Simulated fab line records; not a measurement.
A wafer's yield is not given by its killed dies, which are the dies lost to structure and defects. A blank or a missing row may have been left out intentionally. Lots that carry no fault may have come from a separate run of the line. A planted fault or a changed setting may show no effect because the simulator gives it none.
Split-lot trial | flow sfq-line | route with 325 steps; 5 lots, 23 wafers read

ABOUT THE SPLIT
At SFQ_TRILAYER_R5_DEP_SPUTTER_132 (material Ti, target thk 5 nm, time 5 s), the setting power-w was moved away from the recipe's 2000 W on 9 of the 23 wafers read, by -9.1% to +10.1%. The other wafers ran this setting at the recipe's value.

The reading comes from the split's own step.

THE READING
Ti_of_TRILAYER_R5_DEP_SPUTTER_132.thk-nm (the simulator's own value, which no gauge read), in nm, at SFQ_TRILAYER_R5_DEP_SPUTTER_132 (material Ti, target thk 5 nm, time 5 s). No usual value for it is given in the file. Average 5.035 nm, standard deviation 0.13 nm, over the 14 wafers here run with the recipe.

wafer  | tool, chamber at the split | power-w as run, W | against the recipe | Ti_of_TRILAYER_R5_DEP_SPUTTER_132.thk-nm, nm | against lot-mates on the recipe
L074.1 | pvd-sputter-06, -          | 2000              | recipe             | 5.34                                         | -
L074.3 | pvd-sputter-06, -          | 2000              | recipe             | 5.207                                        | -
L074.4 | pvd-sputter-06, -          | 2000              | recipe             | 5.176                                        | -
L077.1 | pvd-sputter-05, -          | 2000              | recipe             | 5.021                                        | -
L077.2 | pvd-sputter-05, -          | 2182              | +9.1%              | 5.459                                        | +0.399
L077.3 | pvd-sputter-05, -          | 2182              | +9.1%              | 5.502                                        | +0.442
L077.5 | pvd-sputter-05, -          | 2182              | +9.1%              | 5.527                                        | +0.468
L077.6 | pvd-sputter-05, -          | 2000              | recipe             | 5.098                                        | -
L079.1 | pvd-sputter-03, -          | 2201              | +10.1%             | 5.406                                        | +0.519
L079.2 | pvd-sputter-03, -          | 2201              | +10.1%             | 5.412                                        | +0.526
L079.4 | pvd-sputter-03, -          | 2000              | recipe             | 4.901                                        | -
L079.5 | pvd-sputter-03, -          | 2000              | recipe             | 4.872                                        | -
L079.6 | pvd-sputter-03, -          | 2201              | +10.1%             | 5.408                                        | +0.522
L080.1 | pvd-sputter-06, -          | 2000              | recipe             | 4.925                                        | -
L080.2 | pvd-sputter-06, -          | 2000              | recipe             | 5.053                                        | -
L080.4 | pvd-sputter-06, -          | 2000              | recipe             | 4.997                                        | -
L080.5 | pvd-sputter-06, -          | 2000              | recipe             | 4.828                                        | -
L080.6 | pvd-sputter-06, -          | 2000              | recipe             | 5.001                                        | -
L083.1 | pvd-sputter-05, -          | 2000              | recipe             | 4.997                                        | -
L083.2 | pvd-sputter-05, -          | 1819              | -9.1%              | 4.665                                        | -0.367
L083.3 | pvd-sputter-05, -          | 2000              | recipe             | 5.067                                        | -
L083.4 | pvd-sputter-05, -          | 1819              | -9.1%              | 4.506                                        | -0.526
L083.6 | pvd-sputter-05, -          | 1819              | -9.1%              | 4.567                                        | -0.465

FIT RESULTS
A straight line over all 23 wafers: Ti_of_TRILAYER_R5_DEP_SPUTTER_132.thk-nm changes by +0.0459 nm for each +1% of power-w; r = +0.92; the points scatter about the line by 0.12 nm.
The same after taking each lot's own level away (the mean of its wafers on the recipe; 23 wafers): +0.0501 nm for each +1%; r = +0.98; scatter 0.057 nm.
Per that fit: largest power-w move, reading shift of 0.5 nm.
Measured against the standard deviation above, the lots' own levels, which go from 4.8865 to 5.2410 nm, span 2.6 times it.
Consequently the slope shifts little with the lot-to-lot level, the two slopes agreeing.
Check: for one of the wafers moved furthest among these (+10.1%), held out of the fit, the line's prediction against its lot-mates is +0.501 nm. It came out at +0.519 nm against them.

THESE WAFERS: OTHER SPLITS
These wafers also went through other splits before the reading. Each is held against what the fit with the lots' levels taken away leaves over:
other split on the same wafers                    | wafers away from the commonest value | r with Ti_of_TRILAYER_R5_DEP_SPUTTER_132.thk-nm (lot level and that fit taken away)
SFQ_TRILAYER_I2_VIA_BARC_OPEN_VIA_ETCH_096 time-s | 4                                    | -0.01
SFQ_TRILAYER_M3_ETCH_METAL_ETCH_078 time-s        | 9                                    | -0.08
SFQ_TRILAYER_M4_LITHO_COAT_093 resist-thk-nm      | 9                                    | -0.11
SFQ_TRILAYER_I4_CMP_CMP_100 down-force-psi        | 7                                    | +0.55
SFQ_TRILAYER_JJ_TRILAYER_DEP_SPUTTER_110 power-w  | 8                                    | -0.02
SFQ_TRILAYER_JJ_CE_LITHO_PEB_117 peb-temp-c       | 4                                    | +0.05
SFQ_TRILAYER_A5B_DEP_PECVD_129 time-s             | 7                                    | +0.14

FILE'S OWN FIT
Ti_of_TRILAYER_R5_DEP_SPUTTER_132.thk-nm changes by +0.0501 nm for each +1% of power-w, r = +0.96.
